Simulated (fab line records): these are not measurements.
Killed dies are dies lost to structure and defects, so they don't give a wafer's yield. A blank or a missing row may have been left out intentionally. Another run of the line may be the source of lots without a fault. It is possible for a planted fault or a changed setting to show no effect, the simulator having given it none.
Matching of chambers | flow sfq line | cmp-01 running SFQ_TRILAYER_I0_CMP_CMP_028: 4 sister chambers
The step polishes SiO2. 4 wafers are shown with their chamber, then 8 later ones without.

## WAFERS WITH THEIR CHAMBER
wafer  | chamber | motor current A (A)
L700.1 | 0       | 10.6
L702.2 | 1       | 11.9
L702.3 | 3       | 11.2
L711.4 | 2       | 10.5

## WAFERS MISSING THEIR CHAMBER
wafer  | motor current A (A)
L711.1 | 10.4
L711.3 | 12.9
L712.1 | 11.1
L712.2 | 11.1
L712.4 | 10.4
L714.1 | 11.1
L714.3 | 10.9
L714.4 | 11.2

## WHICH CHAMBER EACH ONE RAN IN
wafer  | from the rows above               | in truth
L711.1 | can't be placed: 2 or 0 or 3      | 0
L711.3 | can't be placed: 1 or 3           | 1
L712.1 | can't be placed: 3 or 0 or 2 or 1 | 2
L712.2 | can't be placed: 3 or 0 or 2 or 1 | 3
L712.4 | can't be placed: 2 or 0 or 3      | 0
L714.1 | can't be placed: 3 or 0 or 2 or 1 | 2
L714.3 | can't be placed: 3 or 0 or 2 or 1 | 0
L714.4 | can't be placed: 3 or 0 or 2 or 1 | 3
0 of 8 placed correctly. From these rows, 8 cannot be placed; in 8 the true chamber is one of the candidates. Number placed wrongly: 0.
How it was worked out, from the rows above alone: a wafer's distance from a chamber is the root of the sum, over the readings, of the square of ((its reading less the chamber's mean) divided by the reading's scatter). If the next closest chamber is less than 2 further off than the closest, the wafer can't be placed; otherwise it belongs to the closest. Each chamber's mean is taken over the wafers shown for it. The scatter: with one shown wafer a chamber, the root of the mean of the squares of how far each hidden wafer lies from its nearest shown one.
